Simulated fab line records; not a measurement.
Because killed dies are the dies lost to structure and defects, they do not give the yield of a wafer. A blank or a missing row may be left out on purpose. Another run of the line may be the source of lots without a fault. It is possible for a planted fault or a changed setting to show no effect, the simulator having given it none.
fab line records + flow gf180mcu + part 2 of 2: steps 28 to 36 of 36
record
- lots=5
- wafers=15
- last-day=33
route steps=602 shown M3@426 V3@429 M4@456
lots that met no fault: from a run of the same line without faults
start-h: start of the lot's first displayed wafer, in hours after the record's first day + wait-h: hours elapsed since this lot's preceding step + " same as the row above + L1.1+2: several wafers, shown together as one row + - either no value or no given start + * or withheld: withheld + < > ~ a bound
route shown NAME@n: names a module that has steps shown in the file, with the first one's number in the route + usual: the fault-free wafers' mean and standard deviation + same: alike in all rows + chamber/n: place in a boat + sites: per-site readings + _std_site: the standard deviation of these + _edge_site: outer sites' mean less inner sites' + radius-mm: for every site, how far away it sits from the centre of the wafer + mask NAME#n: copy n + behind: the most recent tool/chamber to have shaped the wafer + hold: the reason the lot was held/the length of the hold in hours/how it ended + device: which transistor (n, p or np) failed to switch + end of line: the same wafers' tests at the end of the route + for a step that has no rows: nothing shown but its recipe + killed: dies lost to structure and defects at the first sort, not the wafer's yield + map: dies across one wafer; x = killed, . = not, _ = none there
set.NAME: the setting that was run; set.NAME@STEP: the one run at that earlier step + model.NAME: the simulator's own value behind a step, which no gauge read
certain route steps with their lots: each step a table, each wafer a row
services: when a tool's chamber went out of use (start-h, in hours from the record's first day, below 0 if earlier), for how many hours, and the reason
## steps
# step GF_V3_RS_MEAS_24
# recipe
- thk-meas-gauge=four-point-probe
- reads=W_of_V3_CVD_23+TiN_of_V3_SPUTTER_22+Ti_of_V3_SPUTTER_21
# usual
- V3_W_RS=0.325/0.0043
| lot.wafer | tool          | chamber | start-h | wait-h | V3_W_RS[ohm/sq] |
|-----------|---------------|---------|---------|--------|-----------------|
| L083.1    | film-metro-03 | -       | 592.01  | 0.1    | 0.318           |
| L083.2    | "             | -       | "       | "      | 0.318           |
| L083.5    | "             | -       | "       | "      | 0.321           |
| L088.2    | film-metro-02 | -       | 628.94  | 0.1    | 0.330           |
| L088.3    | "             | -       | "       | "      | 0.327           |
| L088.6    | "             | -       | "       | "      | 0.328           |
| L089.3    | film-metro-04 | -       | 639.10  | 0.1    | 0.326           |
| L089.4    | "             | -       | "       | "      | 0.330           |
| L089.6    | "             | -       | "       | "      | 0.322           |
| L091.1    | film-metro-03 | -       | 648.83  | 0.1    | 0.327           |
| L091.3    | "             | -       | "       | "      | 0.325           |
| L091.6    | "             | -       | "       | "      | 0.324           |
| L092.4    | film-metro-04 | -       | 655.04  | 0.1    | 0.322           |
| L092.5    | "             | -       | "       | "      | 0.327           |
| L092.6    | "             | -       | "       | "      | 0.320           |
# step GF_V3_THK_MEAS_25
# recipe
- thk-meas-gauge=xrf
- reads=W_of_V3_CVD_23
# usual
- V3_W_THK=351/5.6
| lot.wafer | tool          | chamber | start-h | wait-h | V3_W_THK[nm] |
|-----------|---------------|---------|---------|--------|--------------|
| L083.1    | film-metro-03 | -       | 592.13  | 0.1    | 362          |
| L083.2    | "             | -       | "       | "      | 362          |
| L083.5    | "             | -       | "       | "      | 360          |
| L088.2    | film-metro-02 | -       | 629.05  | 0.1    | 349          |
| L088.3    | "             | -       | "       | "      | 351          |
| L088.6    | "             | -       | "       | "      | 351          |
| L089.3    | film-metro-04 | -       | 639.20  | 0.1    | 344          |
| L089.4    | "             | -       | "       | "      | 343          |
| L089.6    | "             | -       | "       | "      | 352          |
| L091.1    | film-metro-03 | -       | 648.95  | 0.1    | 355          |
| L091.3    | "             | -       | "       | "      | 356          |
| L091.6    | "             | -       | "       | "      | 357          |
| L092.4    | film-metro-04 | -       | 655.13  | 0.1    | 352          |
| L092.5    | "             | -       | "       | "      | 348          |
| L092.6    | "             | -       | "       | "      | 355          |
# step GF_V3_CMP_26
# recipe
- stop-on=SiO2
- down-force-psi=3.5
- platen-rpm=60
- t-overpolish-s=15
- target-thk-nm=0
- pad-velocity-m-s=0.94248
# usual
- motor-current-A=10.6/0.99
- overpolish-run-s=15.000/0.0093
- slurry-flow-ml-min=150.0/0.44
- time-to-endpoint-s=85/4.1
| lot.wafer | tool   | chamber | start-h | wait-h | motor-current-A | overpolish-run-s | slurry-flow-ml-min | time-to-endpoint-s |
|-----------|--------|---------|---------|--------|-----------------|------------------|--------------------|--------------------|
| L083.2    | cmp-02 | 3       | 592.19  | 0.0    | 11.0            | 15.009           | 150.2              | 86                 |
| L083.1    | "      | 2       | "       | "      | 10.0            | 15.013           | 149.7              | 87                 |
| L083.5    | "      | 0       | "       | "      | 8.9             | 14.996           | 149.8              | 85                 |
| L088.3    | cmp-01 | 3       | 629.15  | 0.1    | 10.0            | 15.006           | 149.5              | 81                 |
| L088.2    | "      | 1       | "       | "      | 8.7             | 15.009           | 150.7              | 80                 |
| L088.6    | "      | 3       | "       | "      | 10.7            | 15.008           | 149.3              | 81                 |
| L089.3    | cmp-02 | 2       | 639.24  | 0.0    | 10.5            | 15.004           | 150.1              | 89                 |
| L089.4    | "      | 1       | "       | "      | 11.9            | 15.000           | 150.3              | 88                 |
| L089.6    | "      | 2       | "       | "      | 10.3            | 15.011           | 149.8              | 92                 |
| L091.1    | cmp-01 | 3       | 649.01  | 0.1    | 10.5            | 15.008           | 149.4              | 82                 |
| L091.3    | "      | 1       | "       | "      | 9.5             | 14.991           | 149.4              | 79                 |
| L091.6    | "      | 3       | "       | "      | 10.1            | 14.981           | 150.0              | 83                 |
| L092.4    | cmp-01 | 0       | 655.31  | 0.2    | 11.8            | 14.979           | 150.3              | 84                 |
| L092.6    | "      | 1       | "       | "      | 9.3             | 14.995           | 149.8              | 80                 |
| L092.5    | "      | 2       | "       | "      | 10.3            | 14.994           | 150.0              | 83                 |
# step GF_M4_SPUTTER_00
# recipe
- material=Ti
- target-thk-nm=37.5
- arriving-ion-energy-ev=80
- substrate-temp-c=200
- chamber-pressure-pa=2
- power-w=4000
- time-s=150
# usual
- throttle-valve-pct=29.9/1
| lot.wafer | tool           | chamber | start-h | wait-h | throttle-valve-pct |
|-----------|----------------|---------|---------|--------|--------------------|
| L083.1    | pvd-sputter-03 | -       | 592.49  | 0.1    | 30.5               |
| L083.2    | "              | -       | "       | "      | 28.5               |
| L083.5    | "              | -       | "       | "      | 31.2               |
| L088.2    | pvd-sputter-04 | -       | 629.40  | 0.1    | 27.3               |
| L088.3    | "              | -       | "       | "      | 30.5               |
| L088.6    | "              | -       | "       | "      | 30.1               |
| L089.3    | pvd-sputter-02 | -       | 639.54  | 0.2    | 29.9               |
| L089.4    | "              | -       | "       | "      | 30.3               |
| L089.6    | "              | -       | "       | "      | 30.4               |
| L091.1    | pvd-sputter-02 | -       | 649.31  | 0.2    | 30.4               |
| L091.3    | "              | -       | "       | "      | 30.4               |
| L091.6    | "              | -       | "       | "      | 30.5               |
| L092.4    | pvd-sputter-02 | -       | 655.46  | 0.1    | 30.4               |
| L092.5    | "              | -       | "       | "      | 30.6               |
| L092.6    | "              | -       | "       | "      | 29.7               |
# step GF_M4_SPUTTER_01
# recipe
- material=TiN
- target-thk-nm=30
- power-w=6500
- time-s=25
- chamber-pressure-pa=0.4
# usual
- throttle-valve-pct=29.9/1
| lot.wafer | tool           | chamber | start-h | wait-h | throttle-valve-pct |
|-----------|----------------|---------|---------|--------|--------------------|
| L083.1    | pvd-sputter-03 | -       | 592.59  | 0.1    | 30.6               |
| L083.2    | "              | -       | "       | "      | 28.5               |
| L083.5    | "              | -       | "       | "      | 31.2               |
| L088.2    | pvd-sputter-04 | -       | 629.50  | 0.1    | 27.1               |
| L088.3    | "              | -       | "       | "      | 30.6               |
| L088.6    | "              | -       | "       | "      | 30.5               |
| L089.3    | pvd-sputter-02 | -       | 639.64  | 0.1    | 29.7               |
| L089.4    | "              | -       | "       | "      | 30.3               |
| L089.6    | "              | -       | "       | "      | 30.4               |
| L091.1    | pvd-sputter-02 | -       | 649.41  | 0.1    | 30.3               |
| L091.3    | "              | -       | "       | "      | 30.6               |
| L091.6    | "              | -       | "       | "      | 30.8               |
| L092.4    | pvd-sputter-02 | -       | 655.56  | 0.1    | 30.8               |
| L092.5    | "              | -       | "       | "      | 30.7               |
| L092.6    | "              | -       | "       | "      | 29.7               |
# step GF_M4_SPUTTER_02
# recipe
- material=AlCu
- target-thk-nm=450
- power-w=10600
- time-s=23.9
- chamber-pressure-pa=0.4
# usual
- throttle-valve-pct=29.9/1
| lot.wafer | tool           | chamber | start-h | wait-h | throttle-valve-pct |
|-----------|----------------|---------|---------|--------|--------------------|
| L083.1    | pvd-sputter-03 | -       | 592.63  | 0.0    | 30.9               |
| L083.2    | "              | -       | "       | "      | 28.2               |
| L083.5    | "              | -       | "       | "      | 31.1               |
| L088.2    | pvd-sputter-04 | -       | 629.53  | 0.0    | 27.1               |
| L088.3    | "              | -       | "       | "      | 30.5               |
| L088.6    | "              | -       | "       | "      | 30.4               |
| L089.3    | pvd-sputter-02 | -       | 639.68  | 0.0    | 29.6               |
| L089.4    | "              | -       | "       | "      | 30.2               |
| L089.6    | "              | -       | "       | "      | 30.3               |
| L091.1    | pvd-sputter-02 | -       | 649.44  | 0.0    | 30.6               |
| L091.3    | "              | -       | "       | "      | 30.5               |
| L091.6    | "              | -       | "       | "      | 30.8               |
| L092.4    | pvd-sputter-02 | -       | 655.59  | 0.0    | 30.5               |
| L092.5    | "              | -       | "       | "      | 30.4               |
| L092.6    | "              | -       | "       | "      | 30.0               |
# step GF_M4_SPUTTER_03
# recipe
- material=Ti
- target-thk-nm=10
- substrate-temp-c=300
- chamber-pressure-pa=0.3
- power-w=3000
- time-s=6.7
# usual
- throttle-valve-pct=29.9/1
| lot.wafer | tool           | chamber | start-h | wait-h | throttle-valve-pct |
|-----------|----------------|---------|---------|--------|--------------------|
| L083.1    | pvd-sputter-03 | -       | 592.66  | 0.0    | 30.6               |
| L083.2    | "              | -       | "       | "      | 28.3               |
| L083.5    | "              | -       | "       | "      | 31.1               |
| L088.2    | pvd-sputter-04 | -       | 629.56  | 0.0    | 27.1               |
| L088.3    | "              | -       | "       | "      | 30.7               |
| L088.6    | "              | -       | "       | "      | 30.6               |
| L089.3    | pvd-sputter-02 | -       | 639.71  | 0.0    | 29.6               |
| L089.4    | "              | -       | "       | "      | 30.3               |
| L089.6    | "              | -       | "       | "      | 30.4               |
| L091.1    | pvd-sputter-02 | -       | 649.47  | 0.0    | 30.3               |
| L091.3    | "              | -       | "       | "      | 30.6               |
| L091.6    | "              | -       | "       | "      | 30.5               |
| L092.4    | pvd-sputter-02 | -       | 655.62  | 0.0    | 30.8               |
| L092.5    | "              | -       | "       | "      | 30.5               |
| L092.6    | "              | -       | "       | "      | 29.7               |
# step GF_M4_SPUTTER_04
# recipe
- material=TiN
- target-thk-nm=50
- power-w=6500
- time-s=41.7
- chamber-pressure-pa=0.4
# usual
- throttle-valve-pct=29.9/1
| lot.wafer | tool           | chamber | start-h | wait-h | throttle-valve-pct |
|-----------|----------------|---------|---------|--------|--------------------|
| L083.1    | pvd-sputter-03 | -       | 592.68  | 0.0    | 30.8               |
| L083.2    | "              | -       | "       | "      | 28.3               |
| L083.5    | "              | -       | "       | "      | 31.3               |
| L088.2    | pvd-sputter-04 | -       | 629.58  | 0.0    | 27.1               |
| L088.3    | "              | -       | "       | "      | 30.7               |
| L088.6    | "              | -       | "       | "      | 30.4               |
| L089.3    | pvd-sputter-02 | -       | 639.73  | 0.0    | 30.1               |
| L089.4    | "              | -       | "       | "      | 30.4               |
| L089.6    | "              | -       | "       | "      | 30.3               |
| L091.1    | pvd-sputter-02 | -       | 649.49  | 0.0    | 30.3               |
| L091.3    | "              | -       | "       | "      | 30.5               |
| L091.6    | "              | -       | "       | "      | 30.4               |
| L092.4    | pvd-sputter-02 | -       | 655.64  | 0.0    | 30.5               |
| L092.5    | "              | -       | "       | "      | 30.6               |
| L092.6    | "              | -       | "       | "      | 29.5               |
# step GF_M4_RS_MEAS_05
# recipe
- thk-meas-gauge=four-point-probe
- reads=TiN_of_M4_SPUTTER_04+Ti_of_M4_SPUTTER_03+AlCu_of_M4_SPUTTER_02+TiN_of_M4_SPUTTER_01+Ti_of_M4_SPUTTER_00
# usual
- M4_ALCU_RS=0.0695/0.00067
| lot.wafer | tool          | chamber | start-h | wait-h | M4_ALCU_RS[ohm/sq] |
|-----------|---------------|---------|---------|--------|--------------------|
| L083.1    | film-metro-04 | -       | 592.72  | 0.0    | 0.0685             |
| L083.2    | "             | -       | "       | "      | 0.0697             |
| L083.5    | "             | -       | "       | "      | 0.0702             |
| L088.2    | film-metro-03 | -       | 629.64  | 0.0    | 0.0703             |
| L088.3    | "             | -       | "       | "      | 0.0702             |
| L088.6    | "             | -       | "       | "      | 0.0701             |
| L089.3    | film-metro-03 | -       | 639.81  | 0.1    | 0.0696             |
| L089.4    | "             | -       | "       | "      | 0.0703             |
| L089.6    | "             | -       | "       | "      | 0.0704             |
| L091.1    | film-metro-03 | -       | 649.53  | 0.0    | 0.0701             |
| L091.3    | "             | -       | "       | "      | 0.0693             |
| L091.6    | "             | -       | "       | "      | 0.0693             |
| L092.4    | film-metro-01 | -       | 655.74  | 0.1    | 0.0699             |
| L092.5    | "             | -       | "       | "      | 0.0691             |
| L092.6    | "             | -       | "       | "      | 0.0696             |
## services
| tool            | chamber | start-h | hours | kind   |
|-----------------|---------|---------|-------|--------|
| cmp-02          | -       | 547.73  | 0.7   | repair |
| cvd-w-01        | 1       | 549.05  | 6.4   | repair |
| rie-diel-01     | -       | 550.59  | 4.3   | pm     |
| cmp-01          | -       | 553.33  | 1.5   | repair |
| rie-diel-02     | 2       | 568.54  | 4.7   | repair |
| plasma-asher-02 | -       | 570.00  | 2.0   | repair |
| cmp-02          | -       | 570.02  | 0.9   | repair |
| cmp-02          | -       | 573.04  | 4.0   | pm     |
| cmp-02          | -       | 576.00  | 1.8   | repair |
| plasma-asher-03 | -       | 584.77  | 1.7   | repair |
| krf-scanner-02  | -       | 585.49  | 6.2   | repair |
| hdpcvd-01       | 2       | 594.15  | 2.6   | repair |
| pvd-sputter-01  | -       | 606.81  | 4.5   | repair |
| rie-diel-01     | -       | 611.24  | 0.2   | repair |
| rie-diel-02     | -       | 621.38  | 2.8   | pm     |
| rie-diel-02     | 2       | 624.25  | 5.9   | repair |
| cmp-02          | -       | 626.46  | 2.4   | pm     |
| pvd-sputter-02  | -       | 626.89  | 1.2   | repair |
| pvd-sputter-01  | -       | 631.56  | 5.4   | repair |
| pvd-sputter-04  | -       | 643.78  | 1.3   | repair |
| cmp-02          | -       | 644.53  | 3.4   | repair |
| cmp-02          | -       | 647.20  | 2.5   | repair |
| rie-diel-01     | 1       | 651.83  | 9.3   | repair |
| cmp-02          | -       | 652.05  | 1.3   | repair |
